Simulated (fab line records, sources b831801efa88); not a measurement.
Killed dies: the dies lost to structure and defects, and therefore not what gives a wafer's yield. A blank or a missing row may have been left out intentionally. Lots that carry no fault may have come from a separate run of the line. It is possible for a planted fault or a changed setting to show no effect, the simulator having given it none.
fab line records    flow sky130
record lots=24  wafers=72  last_day=51
route steps=708 shown DNWELL@43 VT_ADJUST_HVTR@139 LI_CONTACT@377 METAL4@601 METAL5@667
lots that met no fault: taken from a fault-free run of the same line
start_h: start of the lot's first displayed wafer, in hours after the record's first day    wait_h: time in hours since the lot's previous step    " as in the row above    L1.1+2: one row covering several wafers at once    - no value, or no start was given    * or withheld: withheld    < > ~ a bound
route shown NAME@n: names a module that has steps shown in the file, with the first one's number in the route    usual: the fault-free wafers' mean and standard deviation    same: alike in all rows    chamber/n: place in a boat    sites: each site's reading    _std_site: standard deviation across them    _edge_site: the outer-site mean with the inner-site mean subtracted    radius_mm: how far each site lies from the wafer's centre    mask NAME#n: copy n    behind: the last tool/chamber to shape the wafer    hold: reason for holding the lot/hours on hold/outcome of the hold    device: which transistor (n, p or np) failed to switch    end of line: the route-end tests of the same wafers    for a step that has no rows: nothing shown but its recipe    killed: not the wafer's yield, but the dies lost to structure and defects at the first sort    map: dies across one wafer; x = killed, . = not, _ = none there
set.NAME: the setting as run; set.NAME@STEP: as run at that earlier step    model.NAME: the simulator's own value behind a step, which no gauge read
steps of the route over a sample of lots; a table a step, a row a wafer
services: when a tool's chamber went out of use (start_h, in hours from the record's first day, below 0 if earlier), for how many hours, and the reason
## steps
# step SKY_DNWELL_STRIP_08
# recipe chemistry=O2/N2  power_w=1400  pressure_mtorr=1500  platen_temp_c=withheld  o2_flow_sccm=3000  n2_flow_sccm=300  overash_fraction=0.5
# usual drypump_motor_current_A=6.0/0.48  oes_product_au=0.723/0.0046  strip_time_to_endpoint_s=37.61/0.099
lot.wafer  tool             chamber  start_h  wait_h  drypump_motor_current_A  oes_product_au  rf_hours_counter_h  strip_time_to_endpoint_s
L074.1     plasma_asher-02  1        57.46    0.1     5.2                      0.725           37                  37.53
L074.2     "                0        "        "       6.4                      0.721           37                  37.59
L074.3     "                0        "        "       6.3                      0.716           -                   37.57
L075.3     plasma_asher-02  1        61.04    0.1     5.2                      0.732           -                   37.58
L075.5     "                0        "        "       6.4                      0.724           -                   37.59
L075.6     "                1        "        "       5.2                      0.725           -                   37.73
L076.2     plasma_asher-02  1        67.99    0.1     5.2                      0.722           38                  37.51
L076.4     "                0        "        "       6.3                      0.728           -                   37.63
L076.5     "                0        "        "       6.3                      0.727           -                   37.60
L077.1     plasma_asher-02  1        74.16    0.1     5.2                      0.725           39                  37.52
L077.2     "                0        "        "       6.4                      0.720           39                  37.69
L077.5     "                1        "        "       5.2                      0.723           -                   37.64
L078.1     plasma_asher-02  0        77.34    0.1     6.3                      0.722           39                  37.53
L078.4     "                1        "        "       5.2                      0.722           -                   37.54
L078.6     "                1        "        "       5.2                      0.727           -                   37.50
L079.1     plasma_asher-04  1        81.48    0.1     6.2                      0.722           38                  37.55
L079.2     "                0        "        "       6.1                      0.717           38                  37.51
L079.5     "                1        "        "       6.2                      0.721           -                   37.53
L080.1     plasma_asher-02  1        86.26    0.1     5.2                      0.721           40                  37.67
L080.2     "                0        "        "       6.4                      0.728           40                  37.85
L080.3     "                1        "        "       5.2                      0.726           -                   37.71
L081.1     plasma_asher-02  1        89.19    0.1     5.2                      0.717           40                  37.69
L081.3     "                1        "        "       5.2                      0.731           -                   37.70
L081.4     "                0        "        "       6.3                      0.724           -                   37.81
L082.1     plasma_asher-02  0        100.74   0.1     6.3                      0.721           42                  37.41
L082.2     "                1        "        "       5.2                      0.716           42                  37.38
L082.4     "                1        "        "       5.2                      0.722           -                   37.48
L083.1     plasma_asher-04  0        101.58   0.1     6.1                      0.725           40                  37.65
L083.4     "                0        "        "       6.1                      0.722           -                   37.59
L083.6     "                1        "        "       6.2                      0.717           -                   37.57
L084.1     plasma_asher-02  0        108.71   0.1     6.3                      0.727           42                  37.73
L084.3     "                0        "        "       6.3                      0.721           -                   37.76
L084.4     "                1        "        "       5.2                      0.731           -                   37.72
L085.2     plasma_asher-03  1        111.41   0.1     6.5                      0.720           42                  37.79
L085.4     "                0        "        "       5.8                      0.726           -                   37.68
L085.5     "                0        "        "       5.8                      0.715           -                   37.87
L086.2     plasma_asher-04  0        116.41   0.1     6.1                      0.721           41                  37.78
L086.4     "                0        "        "       6.1                      0.721           -                   37.83
L086.5     "                1        "        "       6.2                      0.727           -                   37.82
L087.4     plasma_asher-04  1        122.89   0.1     6.2                      0.723           -                   37.55
L087.5     "                1        "        "       6.2                      0.728           -                   37.64
L087.6     "                0        "        "       6.1                      0.722           -                   37.60
L088.1     plasma_asher-04  0        127.81   0.1     6.0                      0.724           44                  37.55
L088.5     "                0        "        "       6.1                      0.723           -                   37.51
L088.6     "                1        "        "       6.2                      0.723           -                   37.50
L089.1     plasma_asher-03  0        134.31   0.1     5.8                      0.731           43                  37.64
L089.5     "                1        "        "       6.5                      0.733           -                   37.56
L089.6     "                0        "        "       5.8                      0.726           -                   37.54
L090.2     plasma_asher-04  1        140.61   0.1     6.2                      0.726           45                  37.59
L090.3     "                0        "        "       6.0                      0.723           -                   37.65
L090.4     "                1        "        "       6.2                      0.718           -                   37.61
L092.3     plasma_asher-03  0        151.94   0.1     5.8                      0.717           -                   37.53
L092.5     "                1        "        "       6.5                      0.728           -                   37.56
L092.6     "                0        "        "       5.8                      0.716           -                   37.56
L091.1     plasma_asher-02  0        152.26   0.1     6.3                      0.724           3                   37.59
L091.2     "                1        "        "       5.2                      0.726           3                   37.54
L091.4     "                1        "        "       5.2                      0.723           -                   37.60
L093.1     plasma_asher-04  0        156.29   0.1     6.1                      0.721           46                  37.53
L093.5     "                1        "        "       6.2                      0.720           -                   37.61
L093.6     "                0        "        "       6.1                      0.727           -                   37.62
L094.1     plasma_asher-02  1        163.16   0.1     5.2                      0.720           4                   37.56
L094.2     "                0        "        "       6.3                      0.722           4                   37.57
L094.6     "                1        "        "       5.2                      0.718           -                   37.61
L096.1     plasma_asher-03  0        174.04   0.1     5.8                      0.721           47                  37.56
L096.3     "                1        "        "       6.5                      0.719           -                   37.47
L096.4     "                0        "        "       5.8                      0.723           -                   37.54
L095.1     plasma_asher-02  0        174.46   0.1     6.4                      0.724           5                   37.60
L095.2     "                1        "        "       5.2                      0.729           5                   37.62
L095.4     "                1        "        "       5.2                      0.723           -                   37.58
L097.1     plasma_asher-03  0        186.04   0.1     5.8                      0.725           48                  37.52
L097.5     "                1        "        "       6.5                      0.721           -                   37.46
L097.6     "                0        "        "       5.8                      0.721           -                   37.34
# step SKY_VT_ADJUST_HVTR_OVL_MEAS_08
# usual VT_ADJUST_HVTR_OVL=-0.4/1.6
lot.wafer  tool        chamber  start_h  wait_h  VT_ADJUST_HVTR_OVL[nm]
L074.1     overlay-01  -        210.02   0.1     -0.9
L074.2     "           -        "        "       -0.5
L074.3     "           -        "        "       -2.4
L075.3     overlay-02  -        214.98   0.1     -2.3
L075.5     "           -        "        "       -1.8
L075.6     "           -        "        "       0.0
L076.2     overlay-02  -        223.08   0.1     0.2
L076.4     "           -        "        "       0.0
L076.5     "           -        "        "       1.1
L077.1     overlay-02  -        232.93   0.1     1.4
L077.2     "           -        "        "       1.6
L077.5     "           -        "        "       1.7
L078.1     overlay-01  -        236.38   0.1     0.7
L078.4     "           -        "        "       1.0
L078.6     "           -        "        "       -2.5
L079.1     overlay-02  -        242.48   0.1     1.4
L079.2     "           -        "        "       0.1
L079.5     "           -        "        "       -1.4
L080.1     overlay-02  -        248.51   0.1     -1.8
L080.2     "           -        "        "       -2.4
L080.3     "           -        "        "       -1.9
L081.1     overlay-02  -        253.58   0.1     0.0
L081.3     "           -        "        "       -2.1
L081.4     "           -        "        "       -1.5
L082.1     overlay-01  -        268.72   0.1     -0.3
L082.2     "           -        "        "       -1.3
L082.4     "           -        "        "       -2.6
L083.1     overlay-02  -        271.41   0.1     0.2
L083.4     "           -        "        "       1.2
L083.6     "           -        "        "       2.4
L084.1     overlay-02  -        280.36   0.1     -1.0
L084.3     "           -        "        "       0.1
L084.4     "           -        "        "       0.6
L085.2     overlay-02  -        282.98   0.1     -1.1
L085.4     "           -        "        "       0.3
L085.5     "           -        "        "       -0.7
L086.2     overlay-02  -        288.93   0.1     1.3
L086.4     "           -        "        "       1.2
L086.5     "           -        "        "       -0.3
L087.4     overlay-02  -        297.68   0.1     0.5
L087.5     "           -        "        "       2.4
L087.6     "           -        "        "       1.1
L088.1     overlay-01  -        306.78   0.1     -0.4
L088.5     "           -        "        "       -0.6
L088.6     "           -        "        "       -2.7
L089.1     overlay-01  -        312.81   0.1     -1.3
L089.5     "           -        "        "       -3.3
L089.6     "           -        "        "       -1.8
L090.2     overlay-02  -        321.93   0.1     -0.5
L090.3     "           -        "        "       -0.4
L090.4     "           -        "        "       -0.1
L092.3     overlay-01  -        339.09   0.1     -1.5
L092.5     "           -        "        "       -3.7
L092.6     "           -        "        "       -2.8
L091.1     overlay-02  -        339.82   0.1     1.4
L091.2     "           -        "        "       -2.4
L091.4     "           -        "        "       0.4
L093.1     overlay-02  -        345.23   0.1     2.7
L093.5     "           -        "        "       3.2
L093.6     "           -        "        "       1.5
L094.1     overlay-01  -        354.28   0.1     -0.9
L094.2     "           -        "        "       -2.1
L094.6     "           -        "        "       0.6
L096.1     overlay-01  -        369.22   0.1     0.2
L096.3     "           -        "        "       0.4
L096.4     "           -        "        "       0.7
L095.1     overlay-01  -        370.08   0.1     -2.4
L095.2     "           -        "        "       -2.6
L095.4     "           -        "        "       -1.6
L097.1     overlay-02  -        385.71   0.1     0.9
L097.5     "           -        "        "       3.5
L097.6     "           -        "        "       1.6
# step SKY_LI_CONTACT_ETCH_15
# recipe target=PSG  chemistry=C4F8/O2/Ar  stop_on=Si  taper_deg=4.15  mask_material=KrF-thick  source_w=1500  bias_w=1200  pressure_mtorr=40  c4f8_flow_sccm=withheld  O2_flow_sccm=6  Ar_flow_sccm=300  time_s=withheld  target_depth_a=6000
# usual oes_product_au=0.837/0.0049
lot.wafer  tool         chamber  start_h  wait_h  oes_product_au
L074.1     rie_diel-04  2        681.05   0.0     0.838
L074.2     "            1        "        "       0.848
L074.3     "            3        "        "       0.834
L075.3     rie_diel-01  1        693.41   0.0     0.827
L075.5     "            0        "        "       0.834
L075.6     "            3        "        "       0.830
L076.2     rie_diel-01  2        697.64   0.0     0.831
L076.4     "            1        "        "       0.835
L076.5     "            1        "        "       0.842
L077.1     rie_diel-01  0        713.20   0.0     0.841
L077.2     "            3        "        "       0.838
L077.5     "            3        "        "       0.837
L079.1     rie_diel-03  2        733.99   0.0     0.839
L079.2     "            3        "        "       0.840
L079.5     "            3        "        "       0.836
L080.1     rie_diel-04  2        734.01   0.0     0.840
L080.2     "            1        "        "       0.835
L080.3     "            0        "        "       0.832
L078.1     rie_diel-01  0        734.94   0.0     0.835
L078.4     "            2        "        "       0.844
L078.6     "            2        "        "       0.844
L081.1     rie_diel-03  3        737.35   0.0     0.833
L081.3     "            2        "        "       0.832
L081.4     "            0        "        "       0.838
L082.1     rie_diel-04  3        757.11   0.0     0.832
L082.2     "            0        "        "       0.834
L082.4     "            1        "        "       0.836
L083.1     rie_diel-01  3        761.35   0.0     0.836
L083.4     "            2        "        "       0.829
L083.6     "            2        "        "       0.838
L085.2     rie_diel-01  3        768.81   0.0     0.839
L085.4     "            0        "        "       0.840
L085.5     "            2        "        "       0.835
L084.1     rie_diel-03  1        773.30   0.0     0.835
L084.3     "            2        "        "       0.830
L084.4     "            3        "        "       0.842
L086.2     rie_diel-01  1        776.66   0.0     0.840
L086.4     "            2        "        "       0.833
L086.5     "            3        "        "       0.847
L087.4     rie_diel-01  3        786.85   0.0     0.843
L087.5     "            2        "        "       0.836
L087.6     "            3        "        "       0.828
L088.1     rie_diel-03  2        793.26   0.0     0.833
L088.5     "            1        "        "       0.840
L088.6     "            2        "        "       0.843
L089.1     rie_diel-01  2        803.01   0.0     0.832
L089.5     "            3        "        "       0.841
L089.6     "            2        "        "       0.834
L090.2     rie_diel-01  3        810.84   0.0     0.833
L090.3     "            1        "        "       0.841
L090.4     "            1        "        "       0.841
L092.3     rie_diel-03  0        826.95   0.0     0.844
L092.5     "            3        "        "       0.833
L092.6     "            0        "        "       0.835
L091.1     rie_diel-03  2        831.11   0.0     0.838
L091.2     "            0        "        "       0.839
L091.4     "            3        "        "       0.835
L093.1     rie_diel-04  2        832.24   0.0     0.839
L093.5     "            0        "        "       0.835
L093.6     "            1        "        "       0.846
L094.1     rie_diel-03  3        843.05   0.0     0.827
L094.2     "            1        "        "       0.841
L094.6     "            3        "        "       0.829
L096.1     rie_diel-03  0        849.74   0.0     0.836
L096.3     "            2        "        "       0.841
L096.4     "            2        "        "       0.845
L095.1     rie_diel-01  1        857.06   0.0     0.830
L095.2     "            0        "        "       0.833
L095.4     "            2        "        "       0.837
L097.1     rie_diel-03  3        871.04   0.0     0.836
L097.5     "            1        "        "       0.840
L097.6     "            2        "        "       0.830
# step SKY_METAL4_SPUTTER_03
# recipe material=Ti  target_thk_nm=5  power_w=3000  time_s=3.3  chamber_pressure_pa=0.4
# usual cathode_dc_power_W=3000.0/0.57  chamber_pressure_pa=0.4002/0.00078  throttle_valve_pct=30.0/0.65
lot.wafer  tool            chamber  start_h  wait_h  cathode_dc_power_W  chamber_pressure_pa  throttle_valve_pct
L074.1     pvd_sputter-01  -        938.57   0.0     2999.3              0.4001               29.7
L074.2     "               -        "        "       3000.3              0.4006               29.7
L074.3     "               -        "        "       3001.4              0.3999               30.2
L075.3     pvd_sputter-04  -        947.08   0.0     3000.6              0.4007               30.6
L075.5     "               -        "        "       2999.9              0.4008               30.0
L075.6     "               -        "        "       3000.1              0.4016               30.6
L076.2     pvd_sputter-03  -        951.31   0.0     3001.2              0.4011               28.8
L076.4     "               -        "        "       3000.7              0.4005               30.2
L076.5     "               -        "        "       3000.2              0.4001               31.4
L077.1     pvd_sputter-04  -        965.00   0.0     2999.9              0.3998               29.4
L077.2     "               -        "        "       3000.2              0.3989               29.2
L077.5     "               -        "        "       2999.2              0.4016               30.4
L079.1     pvd_sputter-01  -        982.24   0.0     2999.6              0.4009               30.4
L079.2     "               -        "        "       3001.2              0.4001               29.9
L079.5     "               -        "        "       3000.0              0.4006               29.6
L080.1     pvd_sputter-01  -        983.17   0.0     3000.7              0.4003               29.6
L080.2     "               -        "        "       2999.9              0.3997               30.4
L080.3     "               -        "        "       3000.4              0.4003               30.3
L078.1     pvd_sputter-01  -        984.01   0.0     2999.7              0.3991               30.2
L078.4     "               -        "        "       3000.4              0.4000               29.4
L078.6     "               -        "        "       2999.2              0.4008               29.8
L081.1     pvd_sputter-03  -        986.60   0.0     2999.3              0.4005               29.9
L081.3     "               -        "        "       2998.6              0.3999               31.5
L081.4     "               -        "        "       3000.1              0.4008               31.2
L082.1     pvd_sputter-01  -        1005.15  0.0     2999.9              0.4002               29.5
L082.2     "               -        "        "       2998.6              0.3997               29.8
L082.4     "               -        "        "       3000.6              0.3991               30.4
L083.1     pvd_sputter-04  -        1007.29  0.0     3000.8              0.3994               30.6
L083.4     "               -        "        "       3000.1              0.4008               29.8
L083.6     "               -        "        "       2999.3              0.3981               30.5
L085.2     pvd_sputter-01  -        1012.54  0.0     2999.3              0.4000               30.2
L085.4     "               -        "        "       3000.3              0.4003               30.1
L085.5     "               -        "        "       2999.6              0.4006               29.8
L084.1     pvd_sputter-01  -        1018.34  0.0     3001.3              0.4006               30.2
L084.3     "               -        "        "       3000.6              0.3992               29.8
L084.4     "               -        "        "       3000.7              0.4006               30.3
L086.2     pvd_sputter-03  -        1022.60  0.0     2999.1              0.3997               30.3
L086.4     "               -        "        "       2999.2              0.3997               31.3
L086.5     "               -        "        "       3000.1              0.3996               30.2
L087.4     pvd_sputter-04  -        1030.89  0.0     3000.5              0.4015               30.3
L087.5     "               -        "        "       3001.0              0.3989               28.6
L087.6     "               -        "        "       3001.1              0.3994               30.3
L088.1     pvd_sputter-03  -        1034.40  0.0     2999.8              0.4018               30.1
L088.5     "               -        "        "       3000.0              0.4003               30.2
L088.6     "               -        "        "       3000.7              0.3999               31.5
L089.1     pvd_sputter-01  -        1043.91  0.0     2999.5              0.4007               30.6
L089.5     "               -        "        "       3000.4              0.3998               29.9
L089.6     "               -        "        "       2999.9              0.3990               29.4
L090.2     pvd_sputter-04  -        1049.84  0.0     2999.9              0.4000               30.6
L090.3     "               -        "        "       2999.8              0.3997               30.7
L090.4     "               -        "        "       2999.8              0.3999               28.9
L092.3     pvd_sputter-04  -        1062.24  0.0     2999.8              0.4015               28.6
L092.5     "               -        "        "       2999.0              0.3997               30.5
L092.6     "               -        "        "       3000.1              0.4001               29.6
L091.1     pvd_sputter-03  -        1067.88  0.0     2999.2              0.3995               31.4
L091.2     "               -        "        "       3000.0              0.4006               30.1
L091.4     "               -        "        "       2999.5              0.3988               28.5
L093.1     pvd_sputter-04  -        1068.20  0.0     3000.1              0.4001               28.8
L093.5     "               -        "        "       3000.1              0.4010               30.6
L093.6     "               -        "        "       3000.3              0.3998               29.9
L094.1     pvd_sputter-04  -        1075.55  0.0     3000.5              0.4013               29.8
L094.2     "               -        "        "       3001.1              0.3997               30.6
L094.6     "               -        "        "       3000.0              0.4000               30.4
L096.1     pvd_sputter-04  -        1083.16  0.0     2998.9              0.3991               30.4
L096.3     "               -        "        "       3000.9              0.3997               29.7
L096.4     "               -        "        "       3000.1              0.4010               30.7
L095.1     pvd_sputter-01  -        1087.44  0.0     3001.2              0.4001               30.4
L095.2     "               -        "        "       3000.1              0.4002               30.1
L095.4     "               -        "        "       2999.8              0.3993               29.6
L097.1     pvd_sputter-01  -        1097.81  0.0     2999.4              0.3998               29.8
L097.5     "               -        "        "       3000.9              0.4006               29.2
L097.6     "               -        "        "       2999.8              0.3992               29.9
# step SKY_METAL4_ETCH_16
# recipe chemistry=N2/H2  target=BARC  ion_energy_ev=200  bias_w=100  pressure_mtorr=30  n2_flow_sccm=100  h2_flow_sccm=200  icp_w=500  stop_on=SiO2  time_s=88.2  target_depth_a=600
# usual drypump_motor_current_A=5.4/0.43  oes_product_au=0.625/0.0045  throttle_valve_pct=13.205/0.0085
lot.wafer  tool          chamber  start_h  wait_h  drypump_motor_current_A  oes_product_au  rf_hours_counter_h  throttle_valve_pct
L074.1     rie_metal-01  0        987.49   0.0     5.1                      0.617           10                  13.204
L074.2     "             1        "        "       5.9                      0.630           9                   13.200
L074.3     "             1        "        "       5.9                      0.629           -                   13.206
L075.3     rie_metal-03  0        995.89   0.1     4.9                      0.630           -                   13.199
L075.5     "             0        "        "       4.9                      0.624           -                   13.206
L075.6     "             0        "        "       4.9                      0.626           -                   13.201
L076.2     rie_metal-03  0        1000.16  0.1     4.9                      0.624           -                   13.211
L076.4     "             0        "        "       4.9                      0.627           -                   13.206
L076.5     "             0        "        "       5.0                      0.629           -                   13.198
L077.1     rie_metal-03  1        1012.65  0.0     5.8                      0.626           0                   13.201
L077.2     "             0        "        "       4.9                      0.628           10                  13.204
L077.5     "             0        "        "       4.9                      0.623           -                   13.209
L079.1     rie_metal-03  1        1030.30  0.0     5.8                      0.621           1                   13.201
L079.2     "             0        "        "       4.9                      0.630           11                  13.224
L079.5     "             1        "        "       5.9                      0.620           -                   13.210
L080.1     rie_metal-02  0        1030.89  0.0     5.1                      0.623           7                   13.210
L080.2     "             1        "        "       5.9                      0.622           9                   13.195
L080.3     "             1        "        "       5.9                      0.626           -                   13.199
L078.1     rie_metal-02  0        1031.59  0.0     5.0                      0.628           7                   13.202
L078.4     "             0        "        "       5.0                      0.619           -                   13.189
L078.6     "             0        "        "       5.0                      0.624           -                   13.183
L081.1     rie_metal-03  0        1034.59  0.0     4.9                      0.620           11                  13.204
L081.3     "             1        "        "       5.9                      0.624           -                   13.210
L081.4     "             0        "        "       4.9                      0.632           -                   13.216
L082.1     rie_metal-03  1        1051.84  0.0     5.9                      0.620           2                   13.213
L082.2     "             0        "        "       4.9                      0.623           12                  13.204
L082.4     "             1        "        "       5.9                      0.625           -                   13.206
L083.1     rie_metal-01  1        1053.35  0.0     5.9                      0.624           14                  13.205
L083.4     "             0        "        "       5.1                      0.632           -                   13.192
L083.6     "             1        "        "       5.9                      0.618           -                   13.200
L085.2     rie_metal-02  1        1059.39  0.0     5.8                      0.629           11                  13.206
L085.4     "             1        "        "       5.8                      0.629           -                   13.191
L085.5     "             0        "        "       5.0                      0.625           -                   13.194
L084.1     rie_metal-02  1        1064.14  0.0     5.8                      0.622           11                  13.206
L084.3     "             0        "        "       5.0                      0.619           -                   13.201
L084.4     "             1        "        "       5.8                      0.624           -                   13.213
L086.2     rie_metal-01  1        1068.34  0.0     5.9                      0.629           15                  13.207
L086.4     "             0        "        "       5.1                      0.623           -                   13.209
L086.5     "             1        "        "       5.9                      0.626           -                   13.220
L087.4     rie_metal-03  1        1075.87  0.0     5.8                      0.634           -                   13.210
L087.5     "             0        "        "       4.9                      0.625           -                   13.206
L087.6     "             1        "        "       5.8                      0.626           -                   13.213
L088.1     rie_metal-01  1        1079.39  0.0     5.9                      0.630           16                  13.207
L088.5     "             1        "        "       5.9                      0.626           -                   13.217
L088.6     "             0        "        "       5.1                      0.631           -                   13.211
L089.1     rie_metal-02  1        1088.64  0.0     5.8                      0.625           12                  13.207
L089.5     "             1        "        "       5.8                      0.623           -                   13.212
L089.6     "             0        "        "       5.0                      0.622           -                   13.198
L090.2     rie_metal-03  0        1092.90  0.0     4.9                      0.626           15                  13.215
L090.3     "             1        "        "       5.9                      0.627           -                   13.222
L090.4     "             0        "        "       4.9                      0.630           -                   13.200
L092.3     rie_metal-02  0        1104.97  0.0     5.0                      0.627           -                   13.216
L092.5     "             1        "        "       5.8                      0.619           -                   13.215
L092.6     "             0        "        "       5.0                      0.616           -                   13.212
L091.1     rie_metal-01  0        1109.89  0.0     5.1                      0.629           19                  13.188
L091.2     "             1        "        "       5.9                      0.627           19                  13.214
L091.4     "             0        "        "       5.1                      0.622           -                   13.201
L093.1     rie_metal-01  0        1111.49  0.0     5.1                      0.637           19                  13.201
L093.5     "             1        "        "       5.9                      0.618           -                   13.201
L093.6     "             0        "        "       5.1                      0.624           -                   13.205
L094.1     rie_metal-03  1        1117.74  0.0     5.9                      0.624           6                   13.203
L094.2     "             0        "        "       4.9                      0.621           15                  13.180
L094.6     "             1        "        "       5.9                      0.632           -                   13.203
L096.1     rie_metal-01  0        1124.29  0.0     5.1                      0.621           20                  13.213
L096.3     "             0        "        "       5.1                      0.622           -                   13.194
L096.4     "             1        "        "       5.9                      0.624           -                   13.205
L095.1     rie_metal-02  1        1129.04  0.0     5.8                      0.626           15                  13.209
L095.2     "             0        "        "       5.0                      0.636           13                  13.199
L095.4     "             1        "        "       5.8                      0.621           -                   13.208
L097.1     rie_metal-01  0        1138.84  0.0     5.1                      0.630           22                  13.212
L097.5     "             1        "        "       5.9                      0.620           -                   13.205
L097.6     "             0        "        "       5.1                      0.621           -                   13.197
# step SKY_METAL5_THK_MEAS_06
# recipe thk_meas_gauge=xrf  reads=AlCu_of_METAL5_SPUTTER_02
# usual METAL5_ALCU_THK=1133/14
lot.wafer  tool           chamber  start_h  wait_h  METAL5_ALCU_THK[nm]
L074.1     film_metro-03  -        1013.49  0.1     1136
L074.2     "              -        "        "       1126
L074.3     "              -        "        "       1127
L075.3     film_metro-03  -        1022.72  0.1     1136
L075.5     "              -        "        "       1151
L075.6     "              -        "        "       1145
L076.2     film_metro-01  -        1025.92  0.1     1150
L076.4     "              -        "        "       1151
L076.5     "              -        "        "       1151
L077.1     film_metro-02  -        1038.85  0.1     1118
L077.2     "              -        "        "       1138
L077.5     "              -        "        "       1117
L079.1     film_metro-02  -        1055.65  0.1     1122
L079.2     "              -        "        "       1144
L079.5     "              -        "        "       1144
L080.1     film_metro-03  -        1056.80  0.1     1108
L080.2     "              -        "        "       1116
L080.3     "              -        "        "       1120
L078.1     film_metro-02  -        1058.85  0.1     1163
L078.4     "              -        "        "       1142
L078.6     "              -        "        "       1142
L081.1     film_metro-02  -        1060.29  0.1     1115
L081.3     "              -        "        "       1096
L081.4     "              -        "        "       1117
L082.1     film_metro-01  -        1076.56  0.1     1145
L082.2     "              -        "        "       1152
L082.4     "              -        "        "       1141
L083.1     film_metro-03  -        1077.65  0.1     1158
L083.4     "              -        "        "       1147
L083.6     "              -        "        "       1138
L085.2     film_metro-02  -        1083.27  0.1     1158
L085.4     "              -        "        "       1153
L085.5     "              -        "        "       1151
L084.1     film_metro-03  -        1089.79  0.1     1121
L084.3     "              -        "        "       1125
L084.4     "              -        "        "       1117
L086.2     film_metro-03  -        1093.62  0.1     1144
L086.4     "              -        "        "       1139
L086.5     "              -        "        "       1137
L087.4     film_metro-03  -        1100.27  0.1     1117
L087.5     "              -        "        "       1138
L087.6     "              -        "        "       1108
L088.1     film_metro-01  -        1102.97  0.1     1146
L088.5     "              -        "        "       1134
L088.6     "              -        "        "       1141
L089.1     film_metro-02  -        1112.63  0.1     1127
L089.5     "              -        "        "       1131
L089.6     "              -        "        "       1144
L090.2     film_metro-02  -        1116.14  0.1     1152
L090.3     "              -        "        "       1159
L090.4     "              -        "        "       1144
L092.3     film_metro-03  -        1128.35  0.1     1131
L092.5     "              -        "        "       1126
L092.6     "              -        "        "       1127
L091.1     film_metro-02  -        1133.48  0.1     1127
L091.2     "              -        "        "       1143
L091.4     "              -        "        "       1128
L093.1     film_metro-03  -        1135.18  0.1     1120
L093.5     "              -        "        "       1135
L093.6     "              -        "        "       1121
L094.1     film_metro-03  -        1141.11  0.1     1121
L094.2     "              -        "        "       1137
L094.6     "              -        "        "       1122
L096.1     film_metro-03  -        1146.58  0.1     1123
L096.3     "              -        "        "       1105
L096.4     "              -        "        "       1121
L095.1     film_metro-03  -        1150.64  0.1     1140
L095.2     "              -        "        "       1119
L095.4     "              -        "        "       1130
L097.1     film_metro-03  -        1160.09  0.1     1143
L097.5     "              -        "        "       1131
L097.6     "              -        "        "       1119
## services
tool             chamber  start_h  hours  kind
plasma_asher-02  -        108.81   9.0    pm
plasma_asher-02  -        117.81   2.8    pm
rie_diel-01      3        136.45   4.7    repair
rie_diel-01      -        196.84   2.8    pm
plasma_asher-02  -        215.06   0.9    repair
rie_diel-01      2        237.82   10.3   repair
rie_diel-01      1        297.27   10.4   repair
rie_diel-01      1        315.36   11.3   repair
plasma_asher-02  -        338.67   50.1   pm
plasma_asher-02  -        482.00   0.3    repair
rie_diel-01      0        590.38   24.5   repair
rie_diel-01      1        612.64   3.3    repair
rie_diel-01      3        700.66   9.5    repair
plasma_asher-02  -        707.43   2.2    repair
rie_diel-01      1        768.08   6.9    repair
rie_diel-01      3        771.41   4.1    repair
rie_diel-01      -        816.11   1.1    repair
rie_diel-01      0        865.99   36.1   repair
rie_diel-01      -        879.33   0.6    repair
rie_diel-01      -        969.94   0.6    repair
rie_diel-01      -        971.82   0.6    repair
rie_diel-01      2        1033.71  3.0    repair
rie_diel-01      2        1082.61  12.5   repair
plasma_asher-02  -        1134.08  1.1    repair
## key
fault none
